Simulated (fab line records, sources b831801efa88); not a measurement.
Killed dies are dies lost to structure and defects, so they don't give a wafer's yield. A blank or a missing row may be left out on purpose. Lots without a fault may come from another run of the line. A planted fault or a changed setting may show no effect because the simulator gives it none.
A struck lot beside a sound one | flow sky130 | 44 steps out of a route of 708
Sound: wafers L250.1, L250.2, L250.3. Struck: wafers L267.1, L267.2, L267.3. The cause comes at the end.
At each step with rows: each side's tool, then ch and its chambers, then its first start. Under that, the readings that differ: sound wafers | struck wafers | difference of the means | sigmas: that difference in standard deviations of wafers without a fault.
alike: readings whose means differ by less than 2 such deviations, and words and numbers that are the same on both sides. not compared: withheld readings, readings that some wafer has no value for, bounds like >300 that may hide the same value, and numbers for which the record gives no deviation and whose values overlap.
The two part at a step that has a row with sigmas, a row that says differs or no value, or rows on one side only. Numbers that don't overlap but have no deviation are shown without sigmas and don't part them. A reading that every wafer of one side lacks parts them only if that side has two wafers or more.

first, 5 steps without rows for these wafers: SKY_FIELD_ISO_WET_ETCH_18 (etches Si3N4 in H3PO4, target depth 25 nm, time 286 s); SKY_FIELD_ISO_CLEAN_19 (cleans in SC1/SC2, time 150 s); SKY_FIELD_ISO_CLEAN_20 (cleans in dHF, time 20 s); SKY_FIELD_ISO_WET_ETCH_21 (etches SiO2 in dHF, target depth 20 nm, time 400 s); SKY_FIELD_ISO_OXIDATION_22 (stabilise 600 s, purge 300 s, target thk 10 nm).
SKY_FIELD_ISO_THK_MEAS_23:
  sound on film_metro-02, day 2 23:20; struck on film_metro-01, day 6 17:26
  alike: FIELD_ISO_OXIDATION_01_THK
then, 1 step without rows for these wafers: SKY_FIELD_ISO_CVD_24 (deposits SiO2, target thk 595 nm, time 99.2 s).
SKY_FIELD_ISO_THK_MEAS_25:
  sound on film_metro-01, day 2 23:32; struck on film_metro-02, day 6 17:34
  alike: FIELD_ISO_CVD_24_THK
then, 1 step without rows for these wafers: SKY_FIELD_ISO_ANNEAL_26 (time 1800 s).
SKY_FIELD_ISO_CMP_27: polishes, stops on Si3N4, t overpolish 16 s, target thk 457.8 nm.
  sound on cmp-02 ch 0,1,2, day 3 02:26; struck on cmp-01 ch 0,2,3, day 6 19:43
  alike: edge_zone_pressure_frac, motor_current_A, overpolish_run_s, time_to_endpoint_s
then, 2 steps without rows for these wafers: SKY_FIELD_ISO_WET_ETCH_28 (etches SiO2 in dHF, target depth 23.7 nm, time 47 s); SKY_FIELD_ISO_WET_ETCH_29 (etches Si3N4 in H3PO4, target depth 160 nm, time 1825 s).
SKY_FIELD_ISO_WET_ETCH_30: etches SiO2 in dHF, target depth 25 nm, time 50 s.
  sound on wet_bench-01 ch 3, day 3 03:13; struck on wet_bench-04 ch 0, day 6 20:36
  reading                                    | sound             | struck            | difference | sigmas
  run_length_s (s)                           | 81 81 81          | 128 128 128       | +47        | +15
  model.SiO2_of_FIELD_ISO_CVD_24.thk_nm (nm) | 404.6 406.5 405.3 | 385.8 383.6 384.2 | -20.9      |
then, 2 steps without rows for these wafers: SKY_NWELL_CLEAN_00 (cleans in SC1/SC2, time 150 s); SKY_NWELL_OXIDATION_01 (stabilise 600 s, purge 300 s, target thk 10 nm).
SKY_NWELL_THK_MEAS_02:
  sound on film_metro-03, day 3 06:29; struck on film_metro-04, day 6 22:19
  alike: NWELL_OXIDATION_THK
then, 8 steps without rows for these wafers: SKY_DNWELL_DEHYDRATE_00 (time 60 s); SKY_DNWELL_HMDS_01 (prime time 60 s); SKY_DNWELL_COAT_02 (resist thk 3000 nm); SKY_DNWELL_SOFTBAKE_03; SKY_DNWELL_EXPOSE_04 (exposes mask DNM, target cd 3000 nm); SKY_DNWELL_PEB_05; SKY_DNWELL_DEVELOP_06 (develop time 60 s); SKY_DNWELL_IMPLANT_07.
SKY_DNWELL_STRIP_08: strips in O2/N2.
  sound on plasma_asher-03 ch 0,1, day 3 21:46; struck on plasma_asher-01 ch 0,1, day 7 18:34
  reading                     | sound          | struck         | difference | sigmas
  drypump_motor_current_A (A) | 5.66 5.40 5.41 | 6.28 5.96 5.97 | +0.58      | +2
  alike: chamber_pressure_mTorr, oes_product_au, strip_time_to_endpoint_s
  not compared: rf_hours_counter_h
SKY_DNWELL_TW_MEAS_09:
  sound on film_metro-04, day 3 21:52; struck on film_metro-01, day 7 18:40
  reading   | sound          | struck         | difference | sigmas
  DNWELL_TW | 1104 1112 1114 | 1128 1136 1134 | +23        | +2
then, 7 steps without rows for these wafers: SKY_PWDE_DEHYDRATE_00 (time 60 s); SKY_PWDE_HMDS_01 (prime time 60 s); SKY_PWDE_COAT_02 (resist thk 3000 nm); SKY_PWDE_SOFTBAKE_03; SKY_PWDE_EXPOSE_04 (exposes mask PWDEM, target cd 840 nm); SKY_PWDE_PEB_05; SKY_PWDE_DEVELOP_06 (develop time 60 s).
SKY_PWDE_OVL_MEAS_07:
  sound on overlay-02, day 4 14:22; struck on overlay-02, day 8 15:55
  alike: PWDE_OVL
then, 1 step without rows for these wafers: SKY_PWDE_IMPLANT_08.
SKY_PWDE_STRIP_09: strips in O2/N2.
  sound on plasma_asher-01 ch 0,1, day 4 14:43; struck on plasma_asher-01 ch 0,1, day 8 16:06
  alike: chamber_pressure_mTorr, drypump_motor_current_A, oes_product_au, strip_time_to_endpoint_s
  not compared: rf_hours_counter_h
SKY_PWDE_TW_MEAS_10:
  sound on film_metro-03, day 4 14:49; struck on film_metro-03, day 8 16:12
  alike: PWDE_TW
then, 5 steps without rows for these wafers: SKY_NWELL_DEHYDRATE_03 (time 60 s); SKY_NWELL_HMDS_04 (prime time 60 s); SKY_NWELL_COAT_05 (resist thk 3000 nm); SKY_NWELL_SOFTBAKE_06; SKY_NWELL_EXPOSE_07 (exposes mask NWM, target cd 840 nm).
-- the record jumps here: 26 days lie between the struck wafers' starts before and after (it left off in module NWELL and takes up again in module SALICIDE, whose first step shown is number 361 of the route) --
SKY_SALICIDE_CLEAN_00: cleans in HF-last, time 30 s.
  sound on wet_bench-02 ch 2, day 29 02:51; struck on wet_bench-04 ch 3, day 34 14:49
  reading                                    | sound             | struck          | difference | sigmas
  model.SiO2_of_FIELD_ISO_CVD_24.thk_nm (nm) | 358.5 360.4 359.1 | 339.9 338 338.5 | -20.5      |
-- the record jumps here: 16 days lie between the struck wafers' starts before and after (it left off in module SALICIDE and takes up again in module PAD_OPEN, whose first step shown is number 708 of the route) --
SKY_PAD_OPEN_PROBE_99:
  sound on prober-02, day 46 16:58; struck on prober-02, day 50 09:29
  reading                               | sound                        | struck                       | difference | sigmas
  model.etest.pfet_16v.r_on_ohm_um      | 1.497e+04 1.54e+04 1.563e+04 | 1.481e+04 1.435e+04 1.45e+04 | -7.800e+02 |
  model.etest.res_iso_pwell.rs_ohm_sq   | 3044 3346 3495               | 2985 2778 2844               | -426       |
  model.etest.res_iso_pwell.line_ohm_um | 1146 1264 1334               | 1137 1033 1070               | -168       |
  model.etest.res_nwell.rs_ohm_sq       | 932.4 968.8 980.4            | 913.6 885.3 894.8            | -62.6      |
  model.etest.cap_li_to_poly.c_af_um2   | 98.89 101.7 101              | 93.97 94.39 93.48            | -6.58      |
  model.etest.cap_poly_to_well.c_af_um2 | 90.13 91.38 86.81            | 95.68 96.93 96.36            | +6.88      |
  model.etest.field_p.vt_v (V)          | -41.09 -43.07 -44.21         | -39.16 -37.21 -37.74         | +4.75      |
  model.etest.field_n.vt_v (V)          | 36.04 36.54 36.84            | 34.6 33.65 33.97             | -2.4       |
  alike: killed_at_M0_to_M3, killed_at_M4_up, killed_at_contacts, killed_at_front_end, killed_at_other, killed_dies, killed_open, killed_short

WHERE THEY PART
First at SKY_FIELD_ISO_WET_ETCH_30; last, within this record, at SKY_DNWELL_TW_MEAS_09. Later steps at which nothing parts them and some readings are alike: SKY_PWDE_OVL_MEAS_07, SKY_PWDE_STRIP_09, SKY_PWDE_TW_MEAS_10, SKY_PAD_OPEN_PROBE_99.

WHY: what the simulator had put in
Process parameter drift: wet_bench-04, from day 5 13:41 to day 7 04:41, at SKY_FIELD_ISO_WET_ETCH_30. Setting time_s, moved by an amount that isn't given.
